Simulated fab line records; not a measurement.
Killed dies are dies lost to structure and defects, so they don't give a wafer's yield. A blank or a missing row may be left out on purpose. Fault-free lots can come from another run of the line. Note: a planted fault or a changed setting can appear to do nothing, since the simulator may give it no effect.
Problem report in the 8D (eight disciplines) form, filled by code / flow gf180mcu / the parts of the form that need people (team, actions taken, sign-off) are left out

1. THE PROBLEM
Wafers without a fault read 228.1 s, standard deviation 0.92; run_length_s at GF_TOP_METAL_METAL_ETCH_16 reads a mean of 234.7 s on 6 wafers belonging to 2 lots. Measured from the usual mean, that is +7.1 standard deviations.
The step: etches the open film in Cl2/BCl3, stops on SiO2, target depth 1197 nm, time 199.5 s.
First seen on wafer L784.2, day 31 14:53, on rie_metal-01. Wafers with a number at this step in the record: 39, from 13 lots. Rule for "out", or "out of limits": more than 4 standard deviations from the usual mean. All remaining wafers that have a number are taken as sound.

2. WHAT IT IS, AND WHAT IT ISN'T
question=which readings at this step | is=run_length_s | is not=drypump_motor_current_A
question=which lots | is=L784, L785 | is not=L774, L775, L776, L778, L781, L782, L791, L792, L794, L795, L797
question=which wafers of those lots | is=all that have a number | is not=-
question=read on which tools | is=rie_metal-01 | is not=rie_metal-03, rie_metal-04
question=when | is=from day 31 14:53 | is not=up to then (18 sound wafers); but 15 sound wafers of L791, L792, L794, L795, L797 came after

3. SUSPECTS, AND WHAT RULES EACH OUT
Counting: a tool at any process step up to the reading remains a suspect when it ran all the lots that are out and ran no sound lot after the first of those.
- pvd_sputter-04 at GF_MIM_SPUTTER_09 (material TiN, target thk 35 nm, time 29.2 s): ruled out as a lasting fault. The sound lots L791, L794, L797 went through it after L784, its earliest lot that is out (day 28 09:13).
- cvd_w-02 at GF_V5_CVD_23 (deposits W, target thk 350 nm, time 104.9 s): ruled out as a lasting fault. The sound lots L791, L792, L794, L795 went through it after L784, its earliest lot that is out (day 30 20:49).
- rie_metal-01 at GF_TOP_METAL_METAL_ETCH_16 (etches the open film in Cl2/BCl3, stops on SiO2, target depth 1197 nm, time 199.5 s): kept. Every lot that is out went through it, starting with L784 (day 31 14:53), and after that it ran no sound lot; the last sound lot it ran before then is L781 (day 30 06:01). Its own run_length_s readings are out on those wafers.
Left after counting: rie_metal-01 at GF_TOP_METAL_METAL_ETCH_16.

4. THE CAUSE (what the simulator had put in)
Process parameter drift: rie_metal-01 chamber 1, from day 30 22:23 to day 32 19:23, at GF_TOP_METAL_METAL_ETCH_16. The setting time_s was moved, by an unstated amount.
Counting left only this tool.

5. THE CHAIN OF EFFECTS, in route order
Each row: a reading where the mean over the struck wafers with a number is more than 3 standard deviations away from the usual. Scope: only readings with a usual standard deviation given in the record; hours: median across lots of the time from each lot's start at the first step in this table that gives one to its start at this step; sigmas: change in usual standard deviations.
hours=0; step=GF_TOP_METAL_METAL_ETCH_16; reading=run_length_s; usual=228.1 s; on struck wafers=234.7; change=+6.6; sigmas=+7.1
The process steps in it:
- GF_TOP_METAL_METAL_ETCH_16: etches the open film in Cl2/BCl3, stops on SiO2, target depth 1197 nm, time 199.5 s.
At these later measuring or inspecting steps, every struck wafer for which the step has a row has a number for every such reading, and none has moved that far: GF_PASSIVATION_BOW_MEAS_14.

6. WHAT WOULD HAVE CAUGHT IT SOONER
In this record no reading fell out of limits until day 31 14:53, 16 hours after the fault had begun at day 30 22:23.
